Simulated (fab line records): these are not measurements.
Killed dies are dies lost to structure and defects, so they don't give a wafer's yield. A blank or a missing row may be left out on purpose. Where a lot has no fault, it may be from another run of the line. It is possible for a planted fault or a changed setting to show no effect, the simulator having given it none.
fab line records	flow gf180mcu
[record] lots = 24	wafers = 72	last-day = 34
route steps=602 shown V2@386 MIM@503 V5@541 TOP_METAL@568
lots with no fault: from the same line, run without faults
start-h: hours from the record's first day to the start of the lot's first wafer shown	wait-h: hours elapsed since this lot's preceding step	" repeats the value in the row above	L1.1+2: a row that stands for several wafers	- either no value or no given start	* or withheld: withheld	< > ~ a bound
route shown NAME@n: NAME is a module with steps in the file, n the number in the route of the first one	usual: mean and standard deviation over wafers with no fault	same: alike in all rows	chamber/n: place in a boat	sites: the reading at each site	_std_site: how widely they spread, as a standard deviation	_edge_site: outer sites' mean less inner sites'	radius-mm: how far each site lies from the wafer's centre	mask NAME#n: copy n	behind: tool/chamber where the wafer was last shaped	hold: what put the lot on hold/how long, in hours/how the hold closed	device: the transistor (n, p or np) that didn't switch	end of line: tests run on the same wafers once the route is complete	a step without rows: its recipe alone	killed: at the first sort, the dies lost to defects and structure; wafer yield is something else	map: the dies of a wafer, with x for killed, . for not killed, _ for no die there
set.NAME: the setting that was run; set.NAME@STEP: the one run at that earlier step	model.NAME: the simulator's own value behind a step, which no gauge read
the route's steps for a sample of lots (tables are steps, rows are wafers)
services: the hour from which a tool's chamber was out of use, counted from the record's first day as start-h (under 0 if before that day), plus the number of hours and why
[[steps]]
[step GF_V2_CMP_04]
[recipe] material = SiO2	down-force-psi = 4	platen-rpm = 60	pad-velocity-m-s = 0.94248
[usual] motor-current-A = 11.4/0.94	time-to-endpoint-s = 87/7.7
lot.wafer	tool	chamber	start-h	wait-h	motor-current-A	time-to-endpoint-s
L074.1	cmp-01	1	437.85	0.1	12.4	76
L074.3	"	2	"	"	10.0	80
L074.4	"	0	"	"	10.5	90
L075.1	cmp-01	3	441.36	0.2	12.1	74
L075.5	"	1	"	"	12.8	77
L075.6	"	2	"	"	10.4	76
L076.4	cmp-01	1	450.73	0.1	12.3	79
L076.1	"	2	"	"	10.1	85
L076.6	"	1	"	"	12.4	87
L077.1	cmp-01	1	471.38	0.1	12.9	84
L077.5	"	1	"	"	12.2	83
L077.6	"	2	"	"	10.9	90
L078.4	cmp-01	2	481.05	0.0	10.5	86
L078.1	"	1	"	"	12.5	76
L078.5	"	2	"	"	10.3	83
L080.4	cmp-01	2	500.12	0.1	9.9	95
L080.1	"	0	"	"	10.7	99
L080.5	"	1	"	"	12.9	98
L079.4	cmp-02	0	501.82	0.1	10.7	83
L079.2	"	2	"	"	11.5	89
L079.5	"	3	"	"	12.6	97
L082.4	cmp-01	2	513.33	0.0	10.5	89
L082.5	"	2	"	"	10.3	89
L082.6	"	3	"	"	12.2	86
L081.1	cmp-02	1	513.79	0.1	11.5	76
L081.2	"	3	"	"	12.3	92
L081.6	"	0	"	"	11.2	91
L083.1	cmp-01	2	523.55	0.1	11.2	92
L083.6	"	1	"	"	12.6	92
L083.5	"	2	"	"	10.2	100
L084.4	cmp-02	3	533.23	0.0	12.3	96
L084.2	"	1	"	"	10.8	77
L084.6	"	3	"	"	12.0	97
L085.4	cmp-01	3	543.27	0.0	12.5	93
L085.2	"	0	"	"	10.9	100
L085.6	"	0	"	"	10.4	102
L086.3	cmp-02	2	543.93	0.0	11.9	80
L086.5	"	2	"	"	12.2	89
L086.6	"	3	"	"	12.6	89
L087.1	cmp-01	3	557.47	0.1	11.8	92
L087.3	"	2	"	"	10.2	96
L087.6	"	0	"	"	10.4	107
L088.2	cmp-01	1	559.32	0.0	12.9	78
L088.1	"	0	"	"	10.4	84
L088.6	"	2	"	"	9.7	89
L089.4	cmp-02	0	570.64	0.1	11.0	75
L089.1	"	1	"	"	11.6	72
L089.6	"	3	"	"	12.7	91
L090.4	cmp-01	2	577.07	0.1	10.6	89
L090.1	"	3	"	"	12.1	84
L090.6	"	0	"	"	10.6	94
L091.3	cmp-01	1	579.55	0.0	12.4	74
L091.2	"	2	"	"	9.9	83
L091.1	"	0	"	"	10.4	82
L092.1	cmp-01	2	587.93	0.1	10.5	77
L092.6	"	0	"	"	10.2	95
L092.5	"	1	"	"	12.2	81
L093.4	cmp-01	1	599.86	0.1	12.3	89
L093.2	"	2	"	"	10.6	87
L093.5	"	0	"	"	10.2	96
L094.1	cmp-02	3	604.46	0.1	12.5	90
L094.2	"	0	"	"	11.4	81
L094.6	"	2	"	"	12.1	90
L095.1	cmp-01	1	610.28	0.1	12.1	87
L095.4	"	2	"	"	11.0	93
L095.5	"	0	"	"	10.6	99
L096.4	cmp-01	0	616.03	0.1	10.9	96
L096.1	"	1	"	"	12.7	83
L096.5	"	2	"	"	10.2	96
L097.1	cmp-01	3	625.63	0.1	11.9	85
L097.2	"	0	"	"	10.1	96
L097.5	"	1	"	"	12.5	82
[step GF_V2_SPUTTER_21]
[recipe] material = Ti	target-thk-nm = 15	chamber-pressure-pa = 5	power-w = 2500	substrate-temp-c = 200	time-s = 80.02
[usual] throttle-valve-pct = 29.9/1.1
lot.wafer	tool	chamber	start-h	wait-h	throttle-valve-pct
L074.1	pvd-sputter-02	-	464.04	0.0	30.0
L074.3	"	-	"	"	31.9
L074.4	"	-	"	"	30.4
L075.1	pvd-sputter-03	-	466.54	0.0	28.6
L075.5	"	-	"	"	30.5
L075.6	"	-	"	"	29.6
L076.1	pvd-sputter-01	-	476.22	0.0	29.3
L076.4	"	-	"	"	29.7
L076.6	"	-	"	"	29.4
L077.1	pvd-sputter-01	-	495.90	0.0	27.8
L077.5	"	-	"	"	28.0
L077.6	"	-	"	"	29.6
L078.1	pvd-sputter-03	-	505.41	0.0	28.2
L078.4	"	-	"	"	29.3
L078.5	"	-	"	"	28.8
L080.1	pvd-sputter-02	-	524.23	0.0	29.9
L080.4	"	-	"	"	31.6
L080.5	"	-	"	"	31.8
L079.2	pvd-sputter-01	-	525.88	0.0	28.0
L079.4	"	-	"	"	28.0
L079.5	"	-	"	"	29.6
L082.4	pvd-sputter-03	-	537.36	0.0	30.4
L082.5	"	-	"	"	30.6
L082.6	"	-	"	"	29.5
L081.1	pvd-sputter-02	-	537.89	0.0	30.0
L081.2	"	-	"	"	31.0
L081.6	"	-	"	"	31.7
L083.1	pvd-sputter-02	-	547.24	0.0	29.9
L083.5	"	-	"	"	31.8
L083.6	"	-	"	"	30.1
L084.2	pvd-sputter-02	-	556.86	0.0	30.0
L084.4	"	-	"	"	31.6
L084.6	"	-	"	"	30.3
L085.2	pvd-sputter-01	-	566.20	0.0	28.0
L085.4	"	-	"	"	29.7
L085.6	"	-	"	"	29.0
L086.3	pvd-sputter-03	-	567.44	0.0	28.5
L086.5	"	-	"	"	29.4
L086.6	"	-	"	"	30.7
L087.1	pvd-sputter-03	-	580.78	0.0	28.6
L087.3	"	-	"	"	29.2
L087.6	"	-	"	"	30.4
L088.1	pvd-sputter-02	-	581.93	0.0	30.1
L088.2	"	-	"	"	30.3
L088.6	"	-	"	"	30.0
L089.1	pvd-sputter-03	-	592.93	0.0	30.5
L089.4	"	-	"	"	29.4
L089.6	"	-	"	"	30.9
L090.1	pvd-sputter-01	-	599.83	0.0	28.9
L090.4	"	-	"	"	29.0
L090.6	"	-	"	"	29.4
L091.1	pvd-sputter-01	-	601.86	0.0	28.2
L091.2	"	-	"	"	29.4
L091.3	"	-	"	"	29.5
L092.1	pvd-sputter-01	-	609.73	0.0	28.0
L092.5	"	-	"	"	28.1
L092.6	"	-	"	"	29.5
L093.2	pvd-sputter-02	-	619.38	0.0	30.3
L093.4	"	-	"	"	31.2
L093.5	"	-	"	"	31.9
L094.1	pvd-sputter-01	-	622.97	0.0	29.3
L094.2	"	-	"	"	29.0
L094.6	"	-	"	"	28.7
L095.1	pvd-sputter-02	-	630.44	0.0	30.2
L095.4	"	-	"	"	31.1
L095.5	"	-	"	"	31.6
L096.1	pvd-sputter-03	-	638.14	0.0	30.4
L096.4	"	-	"	"	30.6
L096.5	"	-	"	"	29.5
L097.1	pvd-sputter-02	-	647.39	0.0	31.1
L097.2	"	-	"	"	30.0
L097.5	"	-	"	"	30.2
[step GF_MIM_SPUTTER_00]
[recipe] material = Ti	target-thk-nm = 37.5	arriving-ion-energy-ev = 80	substrate-temp-c = 200	chamber-pressure-pa = 2	power-w = 4000	time-s = 150
[usual] throttle-valve-pct = 29.7/1.1
lot.wafer	tool	chamber	start-h	wait-h	throttle-valve-pct
L074.1	pvd-sputter-04	-	563.92	0.1	29.5
L074.3	"	-	"	"	32.2
L074.4	"	-	"	"	29.6
L075.1	pvd-sputter-01	-	565.83	0.2	29.2
L075.5	"	-	"	"	29.3
L075.6	"	-	"	"	29.3
L076.1	pvd-sputter-02	-	573.93	0.2	32.0
L076.4	"	-	"	"	30.3
L076.6	"	-	"	"	29.8
L077.1	pvd-sputter-01	-	592.54	0.1	29.5
L077.5	"	-	"	"	29.2
L077.6	"	-	"	"	29.4
L078.1	pvd-sputter-01	-	601.43	0.1	29.4
L078.4	"	-	"	"	29.2
L078.5	"	-	"	"	29.1
L080.1	pvd-sputter-02	-	616.11	0.1	30.3
L080.4	"	-	"	"	30.8
L080.5	"	-	"	"	30.1
L079.2	pvd-sputter-02	-	618.46	0.1	29.9
L079.4	"	-	"	"	31.1
L079.5	"	-	"	"	31.7
L082.4	pvd-sputter-01	-	627.13	0.2	29.0
L082.5	"	-	"	"	29.5
L082.6	"	-	"	"	29.2
L081.1	pvd-sputter-02	-	628.49	0.1	31.6
L081.2	"	-	"	"	30.9
L081.6	"	-	"	"	31.5
L083.1	pvd-sputter-02	-	635.76	0.1	29.8
L083.5	"	-	"	"	30.4
L083.6	"	-	"	"	31.8
L084.2	pvd-sputter-02	-	645.02	0.1	31.7
L084.4	"	-	"	"	31.0
L084.6	"	-	"	"	30.8
L085.2	pvd-sputter-01	-	653.37	0.2	29.4
L085.4	"	-	"	"	28.8
L085.6	"	-	"	"	29.4
L086.3	pvd-sputter-01	-	654.18	0.2	29.2
L086.5	"	-	"	"	29.1
L086.6	"	-	"	"	29.4
L087.1	pvd-sputter-01	-	666.08	0.2	28.2
L087.3	"	-	"	"	29.4
L087.6	"	-	"	"	27.8
L088.1	pvd-sputter-01	-	667.78	0.2	28.9
L088.2	"	-	"	"	28.0
L088.6	"	-	"	"	29.6
L089.1	pvd-sputter-01	-	677.47	0.1	29.1
L089.4	"	-	"	"	28.0
L089.6	"	-	"	"	29.8
L090.1	pvd-sputter-02	-	683.95	0.1	30.1
L090.4	"	-	"	"	30.0
L090.6	"	-	"	"	30.2
L091.1	pvd-sputter-01	-	685.73	0.1	27.9
L091.2	"	-	"	"	29.5
L091.3	"	-	"	"	29.4
L092.1	pvd-sputter-04	-	693.18	0.2	29.3
L092.5	"	-	"	"	32.2
L092.6	"	-	"	"	29.7
L093.2	pvd-sputter-01	-	704.78	0.2	29.3
L093.4	"	-	"	"	29.0
L093.5	"	-	"	"	28.7
L094.1	pvd-sputter-02	-	707.48	0.1	31.0
L094.2	"	-	"	"	30.0
L094.6	"	-	"	"	30.9
L095.1	pvd-sputter-01	-	713.25	0.2	29.3
L095.4	"	-	"	"	29.5
L095.5	"	-	"	"	27.9
L096.1	pvd-sputter-04	-	720.78	0.2	32.2
L096.4	"	-	"	"	29.0
L096.5	"	-	"	"	29.4
L097.1	pvd-sputter-01	-	729.13	0.1	29.6
L097.2	"	-	"	"	28.7
L097.5	"	-	"	"	29.2
[step GF_MIM_THK_MEAS_06]
[recipe] reads = Si3N4_of_MIM_CVD_05
[usual] MIM_CVD_05_THK = 41.9/0.68
lot.wafer	tool	chamber	start-h	wait-h	MIM_CVD_05_THK[nm]
L074.1	film-metro-04	-	564.18	0.0	42.0
L074.3	"	-	"	"	40.9
L074.4	"	-	"	"	41.8
L075.1	film-metro-01	-	566.12	0.0	43.0
L075.5	"	-	"	"	43.8
L075.6	"	-	"	"	43.0
L076.1	film-metro-04	-	574.19	0.0	42.5
L076.4	"	-	"	"	43.3
L076.6	"	-	"	"	42.8
L077.1	film-metro-01	-	592.79	0.0	41.9
L077.5	"	-	"	"	42.8
L077.6	"	-	"	"	42.1
L078.1	film-metro-01	-	601.68	0.0	41.6
L078.4	"	-	"	"	42.3
L078.5	"	-	"	"	41.5
L080.1	film-metro-02	-	616.36	0.0	41.0
L080.4	"	-	"	"	41.2
L080.5	"	-	"	"	41.3
L079.2	film-metro-02	-	618.72	0.0	41.9
L079.4	"	-	"	"	42.4
L079.5	"	-	"	"	42.6
L082.4	film-metro-04	-	627.42	0.0	41.8
L082.5	"	-	"	"	42.8
L082.6	"	-	"	"	42.0
L081.1	film-metro-04	-	628.74	0.0	40.8
L081.2	"	-	"	"	41.8
L081.6	"	-	"	"	41.6
L083.1	film-metro-02	-	636.01	0.0	40.6
L083.5	"	-	"	"	42.2
L083.6	"	-	"	"	41.0
L084.2	film-metro-02	-	645.28	0.0	41.3
L084.4	"	-	"	"	41.8
L084.6	"	-	"	"	41.3
L085.2	film-metro-02	-	653.63	0.0	40.9
L085.4	"	-	"	"	41.8
L085.6	"	-	"	"	42.2
L086.3	film-metro-04	-	654.45	0.0	42.2
L086.5	"	-	"	"	42.5
L086.6	"	-	"	"	42.7
L087.1	film-metro-01	-	666.33	0.0	41.4
L087.3	"	-	"	"	40.8
L087.6	"	-	"	"	41.9
L088.1	film-metro-04	-	668.03	0.0	41.1
L088.2	"	-	"	"	41.4
L088.6	"	-	"	"	42.1
L089.1	film-metro-02	-	677.74	0.0	41.0
L089.4	"	-	"	"	42.1
L089.6	"	-	"	"	42.3
L090.1	film-metro-02	-	684.21	0.0	40.9
L090.4	"	-	"	"	41.2
L090.6	"	-	"	"	41.6
L091.1	film-metro-04	-	685.98	0.0	41.9
L091.2	"	-	"	"	41.6
L091.3	"	-	"	"	41.8
L092.1	film-metro-02	-	693.43	0.0	41.1
L092.5	"	-	"	"	41.8
L092.6	"	-	"	"	41.5
L093.2	film-metro-04	-	705.04	0.0	40.9
L093.4	"	-	"	"	42.0
L093.5	"	-	"	"	41.9
L094.1	film-metro-01	-	707.73	0.0	42.0
L094.2	"	-	"	"	42.3
L094.6	"	-	"	"	43.2
L095.1	film-metro-04	-	713.51	0.0	42.6
L095.4	"	-	"	"	43.0
L095.5	"	-	"	"	43.0
L096.1	film-metro-01	-	721.03	0.0	41.5
L096.4	"	-	"	"	42.6
L096.5	"	-	"	"	42.4
L097.1	film-metro-02	-	729.38	0.0	41.6
L097.2	"	-	"	"	40.6
L097.5	"	-	"	"	42.1
[step GF_V5_THK_MEAS_01]
[recipe] reads = SiO2_of_V5_CVD_00
[usual] V5_CVD_00_THK = 302/3.1
lot.wafer	tool	chamber	start-h	wait-h	V5_CVD_00_THK[nm]
L074.1	film-metro-04	-	608.33	0.0	298
L074.3	"	-	"	"	301
L074.4	"	-	"	"	307
L075.1	film-metro-04	-	609.59	0.0	300
L075.5	"	-	"	"	296
L075.6	"	-	"	"	300
L076.1	film-metro-03	-	615.80	0.0	301
L076.4	"	-	"	"	300
L076.6	"	-	"	"	300
L077.1	film-metro-04	-	639.24	0.0	309
L077.5	"	-	"	"	304
L077.6	"	-	"	"	308
L078.1	film-metro-02	-	641.81	0.0	299
L078.4	"	-	"	"	301
L078.5	"	-	"	"	302
L080.1	film-metro-02	-	657.64	0.0	302
L080.4	"	-	"	"	298
L080.5	"	-	"	"	297
L079.2	film-metro-03	-	660.76	0.0	299
L079.4	"	-	"	"	302
L079.5	"	-	"	"	300
L082.4	film-metro-03	-	668.09	0.0	304
L082.5	"	-	"	"	304
L082.6	"	-	"	"	302
L081.1	film-metro-03	-	669.43	0.0	308
L081.2	"	-	"	"	309
L081.6	"	-	"	"	308
L083.1	film-metro-02	-	675.39	0.0	304
L083.5	"	-	"	"	306
L083.6	"	-	"	"	303
L084.2	film-metro-02	-	685.22	0.0	302
L084.4	"	-	"	"	304
L084.6	"	-	"	"	300
L085.2	film-metro-02	-	692.20	0.0	306
L085.4	"	-	"	"	303
L085.6	"	-	"	"	301
L086.3	film-metro-03	-	693.48	0.0	301
L086.5	"	-	"	"	301
L086.6	"	-	"	"	303
L087.1	film-metro-02	-	705.82	0.0	299
L087.3	"	-	"	"	301
L087.6	"	-	"	"	304
L088.1	film-metro-02	-	706.91	0.0	302
L088.2	"	-	"	"	300
L088.6	"	-	"	"	305
L089.1	film-metro-02	-	716.43	0.0	305
L089.4	"	-	"	"	305
L089.6	"	-	"	"	303
L090.1	film-metro-03	-	722.02	0.0	300
L090.4	"	-	"	"	297
L090.6	"	-	"	"	305
L091.1	film-metro-03	-	724.49	0.0	298
L091.2	"	-	"	"	302
L091.3	"	-	"	"	307
L092.1	film-metro-03	-	730.34	0.0	301
L092.5	"	-	"	"	301
L092.6	"	-	"	"	300
L093.2	film-metro-04	-	742.45	0.0	303
L093.4	"	-	"	"	301
L093.5	"	-	"	"	300
L094.1	film-metro-02	-	744.96	0.0	301
L094.2	"	-	"	"	306
L094.6	"	-	"	"	301
L095.1	film-metro-04	-	748.54	0.0	293
L095.4	"	-	"	"	295
L095.5	"	-	"	"	296
L096.1	film-metro-02	-	757.14	0.0	307
L096.4	"	-	"	"	304
L096.5	"	-	"	"	302
L097.1	film-metro-03	-	764.17	0.0	300
L097.2	"	-	"	"	304
L097.5	"	-	"	"	301
[step GF_TOP_METAL_SPUTTER_01]
[recipe] material = TiN	target-thk-nm = 30	power-w = 6500	time-s = 25	chamber-pressure-pa = 0.4
[usual] throttle-valve-pct = 29.5/1.1
lot.wafer	tool	chamber	start-h	wait-h	throttle-valve-pct
L074.1	pvd-sputter-03	-	628.28	0.1	28.7
L074.3	"	-	"	"	30.6
L074.4	"	-	"	"	29.5
L075.1	pvd-sputter-01	-	630.57	0.1	28.1
L075.5	"	-	"	"	27.9
L075.6	"	-	"	"	29.4
L076.1	pvd-sputter-01	-	638.92	0.1	29.7
L076.4	"	-	"	"	29.4
L076.6	"	-	"	"	29.6
L077.1	pvd-sputter-01	-	661.68	0.1	29.4
L077.5	"	-	"	"	27.8
L077.6	"	-	"	"	29.4
L078.1	pvd-sputter-01	-	663.62	0.1	29.2
L078.4	"	-	"	"	28.0
L078.5	"	-	"	"	29.4
L080.1	pvd-sputter-01	-	678.58	0.1	28.8
L080.4	"	-	"	"	27.8
L080.5	"	-	"	"	28.9
L079.2	pvd-sputter-01	-	682.23	0.1	28.0
L079.4	"	-	"	"	29.3
L079.5	"	-	"	"	29.3
L082.4	pvd-sputter-01	-	689.20	0.1	29.5
L082.5	"	-	"	"	29.5
L082.6	"	-	"	"	27.9
L081.1	pvd-sputter-04	-	690.19	0.1	29.4
L081.2	"	-	"	"	29.9
L081.6	"	-	"	"	29.6
L083.1	pvd-sputter-01	-	695.94	0.1	28.8
L083.5	"	-	"	"	29.4
L083.6	"	-	"	"	29.1
L084.2	pvd-sputter-04	-	706.08	0.1	28.8
L084.4	"	-	"	"	32.4
L084.6	"	-	"	"	29.5
L085.2	pvd-sputter-01	-	712.50	0.1	28.2
L085.4	"	-	"	"	29.4
L085.6	"	-	"	"	29.8
L086.3	pvd-sputter-03	-	713.68	0.1	29.5
L086.5	"	-	"	"	29.5
L086.6	"	-	"	"	28.6
L087.1	pvd-sputter-01	-	726.32	0.1	29.5
L087.3	"	-	"	"	29.5
L087.6	"	-	"	"	29.8
L088.1	pvd-sputter-04	-	727.20	0.1	32.2
L088.2	"	-	"	"	28.9
L088.6	"	-	"	"	29.9
L089.1	pvd-sputter-01	-	736.51	0.1	29.4
L089.4	"	-	"	"	29.2
L089.6	"	-	"	"	29.7
L090.1	pvd-sputter-03	-	741.17	0.1	30.6
L090.4	"	-	"	"	29.4
L090.6	"	-	"	"	28.6
L091.1	pvd-sputter-04	-	744.12	0.1	29.2
L091.2	"	-	"	"	29.6
L091.3	"	-	"	"	29.4
L092.1	pvd-sputter-04	-	749.59	0.1	29.2
L092.5	"	-	"	"	29.7
L092.6	"	-	"	"	32.1
L093.2	pvd-sputter-04	-	761.28	0.1	29.1
L093.4	"	-	"	"	32.1
L093.5	"	-	"	"	29.8
L094.1	pvd-sputter-01	-	763.90	0.1	28.2
L094.2	"	-	"	"	29.4
L094.6	"	-	"	"	29.3
L095.1	pvd-sputter-04	-	766.86	0.1	29.6
L095.4	"	-	"	"	29.7
L095.5	"	-	"	"	29.0
L096.1	pvd-sputter-04	-	775.04	0.1	29.1
L096.4	"	-	"	"	29.4
L096.5	"	-	"	"	29.5
L097.1	pvd-sputter-03	-	781.91	0.1	29.6
L097.2	"	-	"	"	30.5
L097.5	"	-	"	"	30.4
[[services]]
tool	chamber	start-h	hours	kind
cmp-02	-	435.76	9.4	repair
cmp-01	-	446.18	0.4	repair
cmp-01	-	460.91	1.7	repair
pvd-sputter-02	-	466.08	6.5	repair
cmp-02	-	474.08	1.5	repair
cmp-01	-	492.65	7.2	pm
pvd-sputter-04	-	508.53	3.4	repair
pvd-sputter-03	-	522.53	13.6	repair
cmp-01	-	524.72	2.5	repair
cmp-02	-	526.67	1.0	repair
cmp-02	-	545.26	0.3	repair
pvd-sputter-04	-	569.29	9.8	repair
cmp-01	-	572.00	4.0	pm
cmp-01	-	573.08	0.6	repair
pvd-sputter-04	-	575.54	103.3	repair
pvd-sputter-04	-	580.15	2.5	repair
pvd-sputter-01	-	581.00	3.0	repair
cmp-01	-	619.11	6.0	pm
cmp-02	-	664.87	1.2	repair
cmp-01	-	686.69	0.5	repair
pvd-sputter-02	-	717.92	4.7	repair
cmp-01	-	731.50	2.3	repair
pvd-sputter-02	-	734.97	8.1	repair
cmp-01	-	762.31	0.2	repair
[[key]]
fault none
